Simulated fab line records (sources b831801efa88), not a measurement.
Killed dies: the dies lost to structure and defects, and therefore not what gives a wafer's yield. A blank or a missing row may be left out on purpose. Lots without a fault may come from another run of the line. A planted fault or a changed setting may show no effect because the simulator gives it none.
Matching of chambers + flow sky130 + SKY_CONTACT_ETCH_16 on rie diel-01: 4 sister chambers
The step etches BARC in N2/H2, stops on SiO2, time 45.9 s, target depth 60 nm. 8 wafers are shown with their chamber, then 10 later ones without.

== WAFERS, EACH WITH ITS CHAMBER ==
| wafer  | chamber | drypump motor current A (A) | oes product au (a.u.) |
|--------|---------|-----------------------------|-----------------------|
| L085.3 | 3       | 6.6                         | 0.851                 |
| L085.4 | 2       | 5.8                         | 0.853                 |
| L085.5 | 0       | 5.6                         | 0.854                 |
| L087.1 | 1       | 6.6                         | 0.857                 |
| L087.2 | 3       | 6.6                         | 0.868                 |
| L087.3 | 2       | 5.7                         | 0.848                 |
| L091.2 | 0       | 5.6                         | 0.859                 |
| L091.4 | 1       | 6.5                         | 0.843                 |

== WAFERS WITH NO CHAMBER GIVEN ==
| wafer  | drypump motor current A (A) | oes product au (a.u.) |
|--------|-----------------------------|-----------------------|
| L091.5 | 6.6                         | 0.850                 |
| L092.1 | 5.8                         | 0.851                 |
| L092.3 | 5.6                         | 0.856                 |
| L092.5 | 5.8                         | 0.850                 |
| L093.3 | 6.6                         | 0.853                 |
| L093.4 | 5.6                         | 0.848                 |
| L093.5 | 6.6                         | 0.852                 |
| L095.2 | 6.5                         | 0.855                 |
| L095.3 | 5.6                         | 0.858                 |
| L095.5 | 6.6                         | 0.860                 |

== WHICH CHAMBER EACH WENT THROUGH ==
| wafer  | from the rows above     | in truth |
|--------|-------------------------|----------|
| L091.5 | can't be placed: 1 or 3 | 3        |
| L092.1 | 2                       | 2        |
| L092.3 | 0                       | 0        |
| L092.5 | 2                       | 2        |
| L093.3 | can't be placed: 3 or 1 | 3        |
| L093.4 | can't be placed: 0 or 2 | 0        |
| L093.5 | can't be placed: 3 or 1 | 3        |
| L095.2 | can't be placed: 1 or 3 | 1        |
| L095.3 | 0                       | 0        |
| L095.5 | can't be placed: 3 or 1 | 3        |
Placed correctly: 4 of 10. Can't be placed from these rows: 6 (the true chamber is among the candidates in 6). Number placed wrongly: 0.
How it was worked out, from the rows above alone: a wafer's distance from a chamber is the root of the sum, over the readings, of the square of ((its reading less the chamber's mean) divided by the reading's scatter). If the next closest chamber is less than 2 further off than the closest, the wafer can't be placed; otherwise it belongs to the closest. For every chamber, the mean is computed from those of its wafers that are shown. How the scatter is found: for the shown wafers, subtract from each reading the mean of its chamber, square and add these, divide the total by (wafers less chambers), then take the root.
